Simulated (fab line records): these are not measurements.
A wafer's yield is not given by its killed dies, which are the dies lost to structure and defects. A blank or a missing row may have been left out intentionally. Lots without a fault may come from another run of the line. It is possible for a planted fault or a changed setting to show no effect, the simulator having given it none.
Lot-split experiment ; flow sky130 ; route with 708 steps; 5 lots, 23 wafers read

== THE SPLIT ITSELF ==
At SKY_VT_ADJUST_PCH_STRIP_09 (strips in O2/N2), the setting power w was moved away from the recipe's 1400 W on 7 of the 23 wafers read, by -7.4% to +12.0%. This setting was run at the recipe's value on the other wafers.

Reading taken at the split's own step.

== THE READING ==
oes product au, in a.u., at SKY_VT_ADJUST_PCH_STRIP_09 (strips in O2/N2). Fault-free wafers of this fab line usually give 0.722 a.u., standard deviation 0.0048 a.u.

wafer;tool, chamber at the split;power w as run, W;against the recipe;oes product au, a.u.;against lot-mates on the recipe
L074.1;plasma asher-02, 1;1568;+12.0%;0.774;+0.053
L074.2;plasma asher-02, 0;1568;+12.0%;0.767;+0.046
L074.3;plasma asher-02, 1;1400;recipe;0.732;-
L074.5;plasma asher-02, 1;1400;recipe;0.716;-
L074.6;plasma asher-02, 0;1400;recipe;0.716;-
L079.2;plasma asher-02, 0;1400;recipe;0.720;-
L079.4;plasma asher-02, 1;1400;recipe;0.717;-
L079.5;plasma asher-02, 1;1400;recipe;0.725;-
L081.1;plasma asher-03, 1;1400;recipe;0.722;-
L081.2;plasma asher-03, 0;1400;recipe;0.715;-
L081.3;plasma asher-03, 0;1400;recipe;0.724;-
L081.4;plasma asher-03, 1;1400;recipe;0.723;-
L081.6;plasma asher-03, 1;1400;recipe;0.719;-
L082.1;plasma asher-02, 0;1296;-7.4%;0.697;-0.022
L082.2;plasma asher-02, 1;1296;-7.4%;0.691;-0.028
L082.3;plasma asher-02, 0;1296;-7.4%;0.693;-0.026
L082.4;plasma asher-02, 1;1400;recipe;0.718;-
L082.6;plasma asher-02, 1;1400;recipe;0.720;-
L084.1;plasma asher-03, 1;1400;recipe;0.721;-
L084.2;plasma asher-03, 0;1400;recipe;0.714;-
L084.3;plasma asher-03, 0;1469;+4.9%;0.748;+0.026
L084.4;plasma asher-03, 1;1400;recipe;0.730;-
L084.6;plasma asher-03, 0;1469;+4.9%;0.738;+0.016

THE FIT
A straight line over all 23 wafers: oes product au changes by +0.004 a.u. for each +1% of power w; r = +0.97; the points scatter about the line by 0.005 a.u.
The same after taking each lot's own level away (the mean of its wafers on the recipe; 23 wafers): +0.00387 a.u. for each +1%; r = +0.97; scatter 0.005 a.u.
Per that fit: largest power w move, reading shift of 0.046 a.u.
Across the lots, their own levels run from 0.7190 to 0.7217 a.u., a range of 0.6 times the standard deviation given above.
The two slopes agree, so the slope changes little with the lot-to-lot level.
Check: +0.045 a.u. against its lot-mates is what the line predicts for one of the wafers moved furthest among these (+12.0%) when that wafer is left out of the fit. Against them it came out at +0.0527 a.u.
Tool readings at the split's step, against how far the setting was moved: oes product au r = +0.97; strip time to endpoint s r = -0.99.

== THESE WAFERS: OTHER SPLITS ==
Note: prior to the reading, these wafers also went through further splits. Each is held against what the fit with the lots' levels taken away leaves over:
other split on the same wafers;wafers away from the commonest value;r with oes product au (lot level and that fit taken away)
SKY_VT_ADJUST_LVTN_STRIP_20 o2 flow sccm;6;-0.22
SKY_VT_ADJUST_HVTR_COAT_02 resist thk nm;9;-0.15
SKY_VT_ADJUST_HVTR_IMPLANT_09 dose cm2;8;-0.31

== THE WHOLE CHAIN: every reading that the file lists as answering this split, in the file's order ==
step;what it does;reading;change (the file's fit);r (the file's)
SKY_VT_ADJUST_PCH_STRIP_09;strips in O2/N2;oes product au;+0.00394 a.u. for each +1% of the setting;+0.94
SKY_VT_ADJUST_PCH_STRIP_09;strips in O2/N2;strip time to endpoint s;withheld for each +1% of the setting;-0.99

== THE FILE'S OWN FIT ==
oes product au changes by +0.00394 a.u. for each +1% of power w, r = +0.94.
